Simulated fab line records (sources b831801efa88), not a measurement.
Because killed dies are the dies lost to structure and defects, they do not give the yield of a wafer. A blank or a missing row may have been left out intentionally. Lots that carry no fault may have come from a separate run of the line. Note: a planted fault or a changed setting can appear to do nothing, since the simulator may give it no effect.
Comparing a struck lot with a sound one | flow sky130 | 22 steps out of a route of 708
Sound: the wafers L626.1, L626.2, L626.4. Struck: wafers L621.2, L621.3, L621.4. The cause is named last.
Each step with rows lists, per side, the tool, then ch with its chambers, then its first start. Under that, the readings that differ: sound wafers | struck wafers | difference of the means | sigmas: that difference in standard deviations of wafers without a fault.
alike: same words and numbers on both sides, and readings whose means sit less than 2 such deviations apart. not compared: any withheld reading, any reading some wafer has no value for, any bound like >300 that may hide the same value, and any number with overlapping values for which the record gives no deviation.
A row with sigmas, a row that says differs or no value, or rows on one side alone: a step with any of these is where the two part. When numbers do not overlap yet have no deviation, they are printed without sigmas and do not part them. A reading missing from all wafers of one side parts the sides only when that side holds two or more wafers.

first, 5 steps without rows for these wafers: SKY_LDD_P_COAT_02 (resist thk 1119 nm); SKY_LDD_P_SOFTBAKE_03 (time 60 s); SKY_LDD_P_EXPOSE_04 (exposes mask PSDM, target cd 380 nm); SKY_LDD_P_PEB_05; SKY_LDD_P_DEVELOP_06 (develop time 60 s).
SKY_LDD_P_CD_MEAS_07: target cd 380 nm.
  sound on cd-sem-02 at day 24 22:17; struck on cd-sem-01 at day 22 00:49
  alike: cd-nm
SKY_LDD_P_OVL_MEAS_08:
  sound on overlay-02 at day 24 22:24; struck on overlay-01 at day 22 00:55
  alike: LDD_P_OVL
then, 1 step without rows for these wafers: SKY_LDD_P_IMPLANT_09.
SKY_LDD_P_STRIP_10: strips in O2/N2.
  sound on plasma-asher-01 ch 0,1, day 24 22:35; struck on plasma-asher-01 ch 0,1, day 22 01:05
  alike: drypump-motor-current-A, n2-flow-sccm, oes-product-au, strip-time-to-endpoint-s
  not compared: rf-hours-counter-h
SKY_LDD_P_TW_MEAS_11:
  sound on film-metro-04 at day 24 22:41; struck on film-metro-03 at day 22 01:12
  alike: LDD_P_TW
then, 2 steps without rows for these wafers: SKY_LDD_HVN_DEHYDRATE_00 (time 60 s); SKY_LDD_HVN_HMDS_01 (prime time 60 s).
SKY_LDD_HVN_COAT_02: resist thk 300 nm.
  sound on litho-track-01 ch 0, day 25 13:21; struck on litho-track-01 ch 0, day 22 16:07
  reading                                      | sound                | struck               | difference | sigmas
  spin-speed-rpm (rpm)                         | 3000.3 3000.2 3000.8 | 3380.5 3378.2 3378.9 | +378.8     | +99 or more
  model.NOVOLAK_of_LDD_HVN_COAT_02.thk-nm (nm) | 300.6 299.9 299.5    | 281.8 281.8 282.1    | -18.1      |
then, 3 steps without rows for these wafers: SKY_LDD_HVN_SOFTBAKE_03 (time 60 s); SKY_LDD_HVN_EXPOSE_04 (exposes mask HVNTM, target cd 700 nm); SKY_LDD_HVN_PEB_05.
SKY_LDD_HVN_DEVELOP_06: develop time 60 s.
  sound on litho-track-04 ch 0, day 26 03:50; struck on litho-track-03 ch 0, day 23 06:51
  reading                                      | sound             | struck            | difference | sigmas
  model.NOVOLAK_of_LDD_HVN_COAT_02.thk-nm (nm) | 300.2 299.5 299.1 | 281.4 281.4 281.7 | -18.1      |
SKY_LDD_HVN_OVL_MEAS_07:
  sound on overlay-02 at day 26 03:59; struck on overlay-01 at day 23 06:59
  alike: LDD_HVN_OVL
then, 1 step without rows for these wafers: SKY_LDD_HVN_IMPLANT_08.
SKY_LDD_HVN_STRIP_09: strips in O2/N2.
  sound on plasma-asher-02 ch 0,1, day 26 04:10; struck on plasma-asher-04 ch 0,1, day 23 07:10
  reading                      | sound             | struck            | difference | sigmas
  strip-time-to-endpoint-s (s) | 4.135 4.140 4.112 | 3.910 3.893 3.897 | -0.229     | -16
  alike: drypump-motor-current-A, n2-flow-sccm, oes-product-au
  not compared: rf-hours-counter-h
SKY_LDD_HVN_TW_MEAS_10:
  sound on film-metro-04 at day 26 04:16; struck on film-metro-04 at day 23 07:16
  alike: LDD_HVN_TW
-- here the record skips 25 days between the struck wafers' starts before and after, leaving off in module LDD_HVN and picking up in module PAD_OPEN (first step shown: number 708 of the route) --
SKY_PAD_OPEN_PROBE_99:
  sound on prober-01 at day 49 20:52; struck on prober-01 at day 47 23:13
  alike: killed_at_M0_to_M3, killed_at_M4_up, killed-at-contacts, killed-at-front-end, killed-at-other, killed-dies, killed-open, killed-short

== WHERE THEY PART ==
At SKY_LDD_HVN_COAT_02 first; at SKY_LDD_HVN_STRIP_09 last (within this record only). Later steps at which nothing parts them and some readings are alike: SKY_LDD_HVN_TW_MEAS_10, SKY_PAD_OPEN_PROBE_99.

WHY: what had been put in by the simulator
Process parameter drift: litho-track-01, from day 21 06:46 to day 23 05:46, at SKY_LDD_HVN_COAT_02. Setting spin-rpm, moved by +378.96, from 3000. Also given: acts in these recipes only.
